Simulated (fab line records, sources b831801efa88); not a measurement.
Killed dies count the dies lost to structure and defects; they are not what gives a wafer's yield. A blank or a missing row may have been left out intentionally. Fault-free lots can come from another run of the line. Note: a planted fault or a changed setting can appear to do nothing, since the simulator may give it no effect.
Code-filled problem report in 8D (eight disciplines) form || flow sky130 || the parts of the form that need people (team, actions taken, sign-off) are left out

1. PROBLEM STATEMENT
At SKY_LOCAL_INTERCONNECT_METAL_ETCH_14, oes-product-au averages 0.901 a.u. over 2 wafers from 2 lots, while fault-free wafers read 0.939 a.u., standard deviation 0.0074. Relative to the usual mean, that is a shift of -5.1 standard deviations.
The step: etches TiN in Cl2/BCl3, stops on PSG, target depth 110 nm, time 31.4 s.
The first sign was on wafer L384.2 at day 35 13:26, on rie-metal-04. Wafers with a number at this step in the record: 14, from 6 lots. The rule behind "out" and "out of limits": a value lying over 4 standard deviations away from the usual mean. The other wafers with a number count as sound.

2. WHAT IT IS, WHAT IT ISN'T
{"question": "which readings at this step", "is": "oes-product-au", "is not": "bcl3-flow-sccm, drypump-motor-current-A, mfc-cl2-sccm"}
{"question": "which lots", "is": "L384, L388", "is not": "L370, L372, L390, L391"}
{"question": "which wafers of those lots", "is": "all that have a number", "is not": "-"}
{"question": "read on which tools", "is": "rie-metal-04", "is not": "rie-metal-01"}
{"question": "when", "is": "from day 35 13:26", "is not": "up to then (6 sound wafers); but 6 sound wafers of L390, L391 came after"}

3. THE SUSPECTS, EACH WITH WHAT RULES IT OUT
Counting: a tool at a process step up to the reading stays a suspect if it ran every lot that is out and no sound lot after the first of them.
- rie-metal-04 at SKY_LOCAL_INTERCONNECT_ETCH_13 (etches BARC in N2/H2, stops on SiO2, time 45.9 s, target depth 60 nm): kept. Every lot that is out went through it, starting with L384 (day 35 13:19), and after that it ran no sound lot; the last sound lot it ran before then is L372 (day 32 02:09).
- rie-metal-04 at SKY_LOCAL_INTERCONNECT_METAL_ETCH_14 (etches TiN in Cl2/BCl3, stops on PSG, target depth 110 nm, time 31.4 s): kept. Every lot that is out went through it, starting with L384 (day 35 13:26), and after that it ran no sound lot; the last sound lot it ran before then is L372 (day 32 02:13). On those wafers its own readings are out: oes-product-au.
The count leaves rie-metal-04 at SKY_LOCAL_INTERCONNECT_METAL_ETCH_14 and rie-metal-04 at SKY_LOCAL_INTERCONNECT_ETCH_13.

4. THE CAUSE (what the simulator had put in)
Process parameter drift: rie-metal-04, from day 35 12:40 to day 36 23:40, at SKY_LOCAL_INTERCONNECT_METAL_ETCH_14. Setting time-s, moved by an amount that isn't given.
Counting left 2 suspects, and this tool is among them.

5. SEQUENCE OF EFFECTS, ordered by route
Each row: a reading where the mean over the struck wafers with a number is more than 3 standard deviations away from the usual. Only readings for which the record gives a usual standard deviation are gone through. hours: the time from each lot's start at the first step in this table that gives one to its start at this step, as a median over the lots. sigmas: the change in usual standard deviations.
{"hours": 0, "step": "SKY_LOCAL_INTERCONNECT_METAL_ETCH_14", "reading": "oes-product-au", "usual": "0.939 a.u.", "on struck wafers": 0.901, "change": -0.037, "sigmas": -5.1}
Process steps it contains:
- SKY_LOCAL_INTERCONNECT_METAL_ETCH_14: etches TiN in Cl2/BCl3, stops on PSG, target depth 110 nm, time 31.4 s.

6. HOW IT WOULD HAVE BEEN CAUGHT EARLIER
In this record the first reading out of limits was taken at day 35 13:26, 1 hour after the fault began at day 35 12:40.
